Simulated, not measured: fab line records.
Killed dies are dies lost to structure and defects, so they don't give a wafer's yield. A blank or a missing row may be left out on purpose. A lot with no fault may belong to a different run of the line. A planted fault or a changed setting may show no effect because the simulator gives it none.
fab line records	flow sky130
record: lots: 7	wafers: 21	last_day: 49
route steps=708 shown VIA2@516
lots with no fault: from the same line, run without faults
start_h: the number of hours between the record's first day and the start of the first shown wafer of the lot	wait_h: how many hours have passed since the lot's step before this one	" the same as in the row above	L1.1+2: a row that stands for several wafers	- no value present, or no start provided	* or withheld: withheld	< > ~ a bound
route shown NAME@n: a module of which the file shows steps, and the number in the route of the first	usual: the fault-free wafers' mean and standard deviation	same: alike in all rows	chamber/n: place in a boat	sites: readings site by site	_std_site: standard deviation across them	_edge_site: inner sites' mean taken away from outer sites' mean	radius_mm: for every site, how far away it sits from the centre of the wafer	mask NAME#n: copy n	behind: tool/chamber where the wafer was last shaped	hold: what put the lot on hold/how long, in hours/how the hold closed	device: the transistor (n, p or np) that didn't switch	end of line: at the end of the route, the tests of the same wafers	a step given without rows: its recipe and nothing more	killed: dies that structure and defects cost at the first sort, which is not the same as the wafer's yield	map: per-die view of a wafer (x killed, . not killed, _ where there is no die)
set.NAME: the setting as run; set.NAME@STEP: as run at that earlier step	model.NAME: the simulator's own value behind a step, which no gauge read
lots seen at some steps along the route; tables by step, rows by wafer
services: the hour from which a tool's chamber was out of use, counted from the record's first day as start_h (under 0 if before that day), plus the number of hours and why
== steps ==
step: SKY_VIA2_EXPOSE_09
recipe: mask_id: VIM2	na: 0.8	source_shape: annular	sigma_inner: 0.55	sigma_outer: 0.85	target_cd_nm: 200	dose_mj: 38
step: SKY_VIA2_PEB_10
recipe: peb_temp_c: withheld	peb_time_s: withheld	resist: KrF-thick
step: SKY_VIA2_DEVELOP_11
recipe: develop_time_s: 60	resist: KrF-thick	dev_temp_c: 21
step: SKY_VIA2_CD_MEAS_12
recipe: target_cd_nm: 200
usual: cd_nm: 200.0/1.5
lot.wafer	tool	chamber	start_h	wait_h	cd_nm
L503.3	cd_sem-01	-	870.96	-	200.4
L503.5	"	-	"	"	201.1
L503.6	"	-	"	"	199.4
L506.1	cd_sem-02	-	899.00	-	198.1
L506.2	"	-	"	"	200.5
L506.6	"	-	"	"	199.7
L507.1	cd_sem-01	-	905.73	-	199.2
L507.2	"	-	"	"	200.2
L507.4	"	-	"	"	198.3
L508.3	cd_sem-01	-	916.57	-	199.8
L508.4	"	-	"	"	199.5
L508.5	"	-	"	"	200.1
L509.3	cd_sem-02	-	926.84	-	199.2
L509.5	"	-	"	"	198.3
L509.6	"	-	"	"	199.2
L514.3	cd_sem-01	-	955.94	-	200.5
L514.4	"	-	"	"	200.6
L514.5	"	-	"	"	200.9
L515.1	cd_sem-01	-	966.02	-	197.4
L515.2	"	-	"	"	198.2
L515.3	"	-	"	"	199.1
step: SKY_VIA2_OVL_MEAS_13
usual: VIA2_OVL: 1/4.7
lot.wafer	tool	chamber	start_h	wait_h	VIA2_OVL[nm]
L503.3	overlay-02	-	871.05	0.1	6
L503.5	"	-	"	"	2
L503.6	"	-	"	"	-5
L506.1	overlay-02	-	899.12	0.1	4
L506.2	"	-	"	"	3
L506.6	"	-	"	"	1
L507.1	overlay-02	-	905.85	0.1	-5
L507.2	"	-	"	"	0
L507.4	"	-	"	"	-2
L508.3	overlay-02	-	916.66	0.1	3
L508.4	"	-	"	"	4
L508.5	"	-	"	"	0
L509.3	overlay-01	-	926.94	0.1	-5
L509.5	"	-	"	"	2
L509.6	"	-	"	"	-2
L514.3	overlay-01	-	956.04	0.1	-10
L514.4	"	-	"	"	7
L514.5	"	-	"	"	-6
L515.1	overlay-01	-	966.14	0.1	7
L515.2	"	-	"	"	3
L515.3	"	-	"	"	13
step: SKY_VIA2_ETCH_14
recipe: chemistry: N2/H2	target: BARC	ion_energy_ev: 200	source_w: 500	bias_w: 100	pressure_mtorr: 30	n2_flow_sccm: 100	h2_flow_sccm: 200	stop_on: SiO2	time_s: 45.9	target_depth_a: 600
usual: drypump_motor_current_A: 5.99/0.29	h2_flow_sccm: 199.9/0.65	oes_product_au: 0.855/0.0049	throttle_valve_pct: 13.225/0.0096
lot.wafer	tool	chamber	start_h	wait_h	drypump_motor_current_A	h2_flow_sccm	oes_product_au	rf_hours_counter_h	throttle_valve_pct
L503.3	rie_diel-02	1	871.07	0.0	6.02	199.5	0.852	9	13.230
L503.5	"	1	"	"	6.04	199.7	0.854	-	13.228
L503.6	"	0	"	"	5.86	199.9	0.852	-	13.239
L506.1	rie_diel-03	0	899.16	0.0	6.13	200.2	0.859	8	13.219
L506.2	"	1	"	"	5.67	199.2	0.859	7	13.221
L506.6	"	1	"	"	5.68	200.3	0.857	-	13.224
L507.1	rie_diel-02	3	905.89	0.0	6.18	199.2	0.844	19	13.216
L507.2	"	0	"	"	5.88	199.6	0.850	9	13.232
L507.4	"	2	"	"	6.27	200.4	0.854	8	13.234
L508.3	rie_diel-03	1	916.69	0.0	5.67	199.2	0.854	7	13.213
L508.4	"	2	"	"	5.69	199.0	0.858	21	13.218
L508.5	"	0	"	"	6.19	200.2	0.856	-	13.220
L509.3	rie_diel-04	3	926.96	0.0	6.10	199.5	0.858	26	13.223
L509.5	"	3	"	"	6.11	199.3	0.857	-	13.232
L509.6	"	2	"	"	6.30	200.8	0.861	-	13.233
L514.3	rie_diel-04	2	956.06	0.0	6.25	200.8	0.852	8	13.213
L514.4	"	1	"	"	6.36	200.1	0.856	10	13.238
L514.5	"	1	"	"	6.37	200.5	0.864	-	13.230
L515.1	rie_diel-03	1	966.17	0.0	5.67	199.7	0.849	9	13.205
L515.2	"	0	"	"	6.18	200.2	0.860	10	13.214
L515.3	"	3	"	"	5.39	199.4	0.855	8	13.216
step: SKY_VIA2_ETCH_15
recipe: target: SiO2	chemistry: C4F8/O2/Ar	target_depth_nm: 546	stop_on: TiN	mask_material: KrF-thick	source_w: 1500	bias_w: 1200	pressure_mtorr: 40	c4f8_flow_sccm: withheld	O2_flow_sccm: 6	Ar_flow_sccm: 300	time_s: 84
usual: oes_product_au: 0.939/0.005
lot.wafer	tool	chamber	start_h	wait_h	oes_product_au	rf_hours_counter_h
L503.3	rie_diel-02	1	871.12	0.0	0.935	9
L503.5	"	1	"	"	0.936	-
L503.6	"	0	"	"	0.935	-
L506.1	rie_diel-03	0	899.20	0.0	0.935	8
L506.2	"	1	"	"	0.936	7
L506.6	"	1	"	"	0.935	-
L507.1	rie_diel-02	3	905.93	0.0	0.943	19
L507.2	"	0	"	"	0.949	9
L507.4	"	2	"	"	0.938	8
L508.3	rie_diel-03	1	916.73	0.0	0.938	7
L508.4	"	2	"	"	0.929	21
L508.5	"	0	"	"	0.938	-
L509.3	rie_diel-04	3	927.00	0.0	0.945	26
L509.5	"	3	"	"	0.933	-
L509.6	"	2	"	"	0.939	-
L514.3	rie_diel-04	2	956.10	0.0	0.941	8
L514.4	"	1	"	"	0.941	10
L514.5	"	1	"	"	0.933	-
L515.1	rie_diel-03	1	966.22	0.0	0.944	9
L515.2	"	0	"	"	0.940	10
L515.3	"	3	"	"	0.940	8
step: SKY_VIA2_STRIP_16
recipe: chemistry: O2/N2	power_w: 1400	pressure_mtorr: 1500	platen_temp_c: withheld	o2_flow_sccm: 3000	n2_flow_sccm: 300	overash_fraction: 0.5
usual: drypump_motor_current_A: 5.4/0.54	oes_product_au: 0.401/0.0051	strip_time_to_endpoint_s: 4.089/0.028
lot.wafer	tool	chamber	start_h	wait_h	drypump_motor_current_A	oes_product_au	rf_hours_counter_h	strip_time_to_endpoint_s
L503.3	plasma_asher-01	1	871.21	0.1	6.0	0.401	-	4.071
L503.5	"	0	"	"	6.2	0.410	-	4.090
L503.6	"	1	"	"	6.0	0.395	-	4.043
L506.1	plasma_asher-01	0	899.26	0.0	6.2	0.398	15	4.082
L506.2	"	1	"	"	6.0	0.396	15	4.105
L506.6	"	1	"	"	6.0	0.396	-	4.104
L507.1	plasma_asher-02	1	905.99	0.0	5.0	0.402	111	4.105
L507.2	"	0	"	"	4.8	0.403	111	4.079
L507.4	"	1	"	"	5.0	0.400	-	4.114
L508.3	plasma_asher-04	1	916.83	0.1	4.9	0.401	-	4.087
L508.4	"	0	"	"	5.5	0.402	-	4.134
L508.5	"	0	"	"	5.4	0.405	-	4.062
L509.3	plasma_asher-02	0	927.10	0.1	4.8	0.407	-	4.146
L509.5	"	1	"	"	5.0	0.395	-	4.091
L509.6	"	0	"	"	4.8	0.398	-	4.093
L514.3	plasma_asher-04	0	956.20	0.1	5.5	0.400	-	4.064
L514.4	"	1	"	"	5.0	0.403	-	4.131
L514.5	"	1	"	"	5.0	0.398	-	4.139
L515.1	plasma_asher-01	1	966.28	0.0	6.0	0.404	21	4.073
L515.2	"	0	"	"	6.2	0.395	21	4.075
L515.3	"	0	"	"	6.2	0.398	-	4.085
step: SKY_VIA2_STRIP_17
recipe: chemistry: post_etch_residue_remover	time_s: 1200	temp_c: 72.5
step: SKY_VIA2_CLEAN_18
recipe: chemistry: IPA	time_s: 180	temp_c: 25
step: SKY_VIA2_CLEAN_19
recipe: chemistry: O3/DIW	dry: n2_spin
step: SKY_VIA2_SPUTTER_20
recipe: material: TiN	target_thk_nm: 20	chamber_pressure_pa: 5	power_w: 4000	time_s: 80
usual: throttle_valve_pct: 30.7/0.78
lot.wafer	tool	chamber	start_h	wait_h	throttle_valve_pct
L503.3	pvd_sputter-03	-	871.77	0.0	29.9
L503.5	"	-	"	"	30.6
L503.6	"	-	"	"	30.2
L506.1	pvd_sputter-04	-	899.86	0.0	29.6
L506.2	"	-	"	"	31.6
L506.6	"	-	"	"	31.6
L507.1	pvd_sputter-04	-	906.58	0.0	31.7
L507.2	"	-	"	"	31.5
L507.4	"	-	"	"	29.5
L508.3	pvd_sputter-03	-	917.38	0.0	30.4
L508.4	"	-	"	"	30.5
L508.5	"	-	"	"	30.5
L509.3	pvd_sputter-01	-	927.66	0.0	31.2
L509.5	"	-	"	"	32.0
L509.6	"	-	"	"	31.2
L514.3	pvd_sputter-04	-	956.76	0.0	29.4
L514.4	"	-	"	"	31.3
L514.5	"	-	"	"	31.6
L515.1	pvd_sputter-01	-	966.88	0.0	31.2
L515.2	"	-	"	"	30.8
L515.3	"	-	"	"	32.1
step: SKY_VIA2_CVD_21
recipe: material: W	target_thk_nm: 420	time_s: 126.4	temp_c: 400	pressure_torr: 40
usual: chamber_pressure_Torr: 40.00/0.093	heater_power_outer_w: 515/36	heater_power_w: 857/59	susceptor_temp_C: 400.00/0.21
lot.wafer	tool	chamber	start_h	wait_h	chamber_pressure_Torr	heater_power_outer_w	heater_power_w	since_wet_clean_h	susceptor_temp_C
L503.3	cvd_w-01	1	871.88	0.1	40.11	519	905	-	400.14
L503.5	"	0	"	"	39.83	513	832	-	400.23
L503.6	"	1	"	"	40.15	523	904	-	400.39
L506.1	cvd_w-02	0	899.92	0.0	-	-	-	-	-
L506.2	"	1	"	"	-	-	-	-	-
L506.6	"	0	"	"	-	-	-	-	-
L507.1	cvd_w-01	1	906.64	0.0	-	-	-	-	-
L507.2	"	0	"	"	-	-	-	-	-
L507.4	"	0	"	"	-	-	-	-	-
L508.3	cvd_w-01	0	917.49	0.1	-	-	-	-	-
L508.4	"	1	"	"	-	-	-	-	-
L508.5	"	1	"	"	-	-	-	-	-
L509.3	cvd_w-02	0	927.77	0.1	40.06	546	857	-	400.13
L509.5	"	0	"	"	40.15	567	879	-	400.01
L509.6	"	1	"	"	40.04	431	709	-	399.95
L514.3	cvd_w-01	1	956.86	0.1	39.96	526	888	-	399.95
L514.4	"	0	"	"	39.98	521	830	-	399.99
L514.5	"	1	"	"	40.00	539	909	-	399.87
L515.1	cvd_w-01	0	966.94	0.0	40.06	497	835	563	400.03
L515.2	"	1	"	"	40.10	531	901	563	399.75
L515.3	"	1	"	"	40.02	522	922	-	399.98
step: SKY_VIA2_RS_MEAS_22
recipe: thk_meas_gauge: four-point-probe	reads: W_of_VIA2_CVD_21+TiN_of_VIA2_SPUTTER_20
usual: VIA2_W_RS: 0.271/0.0032
lot.wafer	tool	chamber	start_h	wait_h	VIA2_W_RS[ohm/sq]
L503.3	film_metro-01	-	872.00	0.1	0.268
L503.5	"	-	"	"	0.271
L503.6	"	-	"	"	0.271
L506.1	film_metro-01	-	900.05	0.1	58.983
L506.2	"	-	"	"	57.142
L506.6	"	-	"	"	57.909
L507.1	film_metro-02	-	906.77	0.1	57.268
L507.2	"	-	"	"	57.921
L507.4	"	-	"	"	58.813
L508.3	film_metro-03	-	917.61	0.1	58.914
L508.4	"	-	"	"	58.538
L508.5	"	-	"	"	58.161
L509.3	film_metro-02	-	927.90	0.1	0.272
L509.5	"	-	"	"	0.270
L509.6	"	-	"	"	0.276
L514.3	film_metro-01	-	956.99	0.1	0.272
L514.4	"	-	"	"	0.274
L514.5	"	-	"	"	0.273
L515.1	film_metro-01	-	967.07	0.1	0.274
L515.2	"	-	"	"	0.270
L515.3	"	-	"	"	0.273
step: SKY_VIA2_THK_MEAS_23
recipe: thk_meas_gauge: xrf	reads: W_of_VIA2_CVD_21
usual: VIA2_W_THK: 425/7.1
lot.wafer	tool	chamber	start_h	wait_h	VIA2_W_THK[nm]
L503.3	film_metro-01	-	872.10	0.1	427
L503.5	"	-	"	"	427
L503.6	"	-	"	"	422
L506.1	film_metro-01	-	900.17	0.1	-
L506.2	"	-	"	"	<0
L506.6	"	-	"	"	<0
L507.1	film_metro-02	-	906.89	0.1	-
L507.2	"	-	"	"	-
L507.4	"	-	"	"	-
L508.3	film_metro-03	-	917.71	0.1	-
L508.4	"	-	"	"	<0
L508.5	"	-	"	"	<0
L509.3	film_metro-02	-	928.00	0.1	431
L509.5	"	-	"	"	434
L509.6	"	-	"	"	423
L514.3	film_metro-01	-	957.09	0.1	420
L514.4	"	-	"	"	419
L514.5	"	-	"	"	419
L515.1	film_metro-01	-	967.19	0.1	416
L515.2	"	-	"	"	423
L515.3	"	-	"	"	416
step: SKY_VIA2_CMP_24
recipe: stop_on: SiO2	t_overpolish_s: 20	down_force_psi: 3.5	platen_rpm: 60	target_thk_nm: 0	pad_velocity_m_s: 0.94248
usual: motor_current_A: 10.7/1	retaining_ring_pressure_frac: 1.000/0.005	time_to_endpoint_s: 101/3.4
lot.wafer	tool	chamber	start_h	wait_h	motor_current_A	retaining_ring_pressure_frac	time_to_endpoint_s
L503.3	cmp-01	0	872.19	0.1	10.0	0.996	103
L503.6	"	3	"	"	12.2	1.004	100
L503.5	"	0	"	"	9.5	0.999	101
L506.2	cmp-02	2	900.23	0.0	11.4	0.995	2
L506.1	"	1	"	"	10.4	0.996	1
L506.6	"	3	"	"	10.5	0.998	3
L507.2	cmp-02	0	906.95	0.0	9.2	1.007	3
L507.4	"	2	"	"	11.6	1.001	4
L507.1	"	3	"	"	10.6	0.999	7
L508.4	cmp-02	3	917.75	0.0	11.0	1.005	4
L508.3	"	0	"	"	9.7	1.006	2
L508.5	"	3	"	"	10.7	1.005	4
L509.3	cmp-02	0	928.09	0.1	9.6	0.993	95
L509.6	"	3	"	"	10.7	0.998	99
L509.5	"	0	"	"	9.4	0.998	98
L514.3	cmp-01	1	957.13	0.0	12.0	0.990	102
L514.4	"	0	"	"	9.7	1.005	101
L514.5	"	1	"	"	11.4	0.997	100
L515.1	cmp-02	1	967.25	0.1	10.7	1.000	96
L515.3	"	2	"	"	11.9	0.998	100
L515.2	"	3	"	"	11.5	1.007	104
== services ==
tool	chamber	start_h	hours	kind
rie_diel-02	0	849.59	16.8	repair
cmp-01	-	854.05	3.3	pm
rie_diel-03	0	859.60	1.9	repair
plasma_asher-01	-	867.15	0.5	repair
rie_diel-02	2	885.00	10.0	repair
pvd_sputter-04	-	886.14	12.2	repair
pvd_sputter-03	-	894.75	8.1	repair
pvd_sputter-04	-	902.64	3.2	repair
cvd_w-02	-	904.00	14.0	pm
pvd_sputter-01	-	908.89	2.0	repair
plasma_asher-02	-	910.57	7.0	repair
cmp-01	-	912.00	4.0	pm
cmp-02	-	931.77	1.3	repair
rie_diel-03	-	935.37	1.6	repair
plasma_asher-02	-	939.75	2.7	repair
rie_diel-03	3	941.43	15.1	repair
rie_diel-04	-	942.14	4.3	pm
cmp-02	-	954.67	0.9	repair
rie_diel-03	2	956.50	-	clean
rie_diel-03	2	956.50	17.4	scheduled_down
rie_diel-03	2	956.50	17.4	vent_cycle
pvd_sputter-04	0	958.13	-	consumable_replace:kit
pvd_sputter-04	0	958.13	18.0	scheduled_down
cvd_w-02	-	961.55	14.6	pm
== key ==
first_sign: step: SKY_VIA2_CVD_21	reading: tool_record	direction: missing
effect: step: SKY_VIA2_RS_MEAS_22	reading: VIA2_W_RS	direction: up	sigmas: 99+	usual: 0.271	struck: 58.183
effect: step: SKY_VIA2_THK_MEAS_23	reading: VIA2_W_THK	direction: missing
effect: step: SKY_VIA2_CMP_24	reading: time_to_endpoint_s	direction: down	sigmas: 29	usual: *	struck: *
met_at SKY_VIA2_CVD_21
struck_wafers L506.1,L506.2,L506.6,L507.1,L507.2,L507.4,L508.3,L508.4,L508.5
later_rows_left_out L506.1,L506.2,L506.6,L507.1,L507.2,L507.4,L508.3,L508.4,L508.5
sort_left_out L506.1,L506.2,L506.6,L507.1,L507.2,L507.4,L508.3,L508.4,L508.5
onset_between 871.88 899.92
fault: kind: skipped_step_whole	tool: cvd_w-01,cvd_w-02	chamber: -	onset_h: 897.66	steps: SKY_VIA2_CVD_21	scope: struck_lots_only
sort_left_out: the simulated sort isn't trusted on such a fault, so these wafers' sort isn't shown, and their yield isn't known
later_rows_left_out: the simulator's readings of these wafers behind a module that went badly wrong aren't trusted and aren't shown, but for the sort
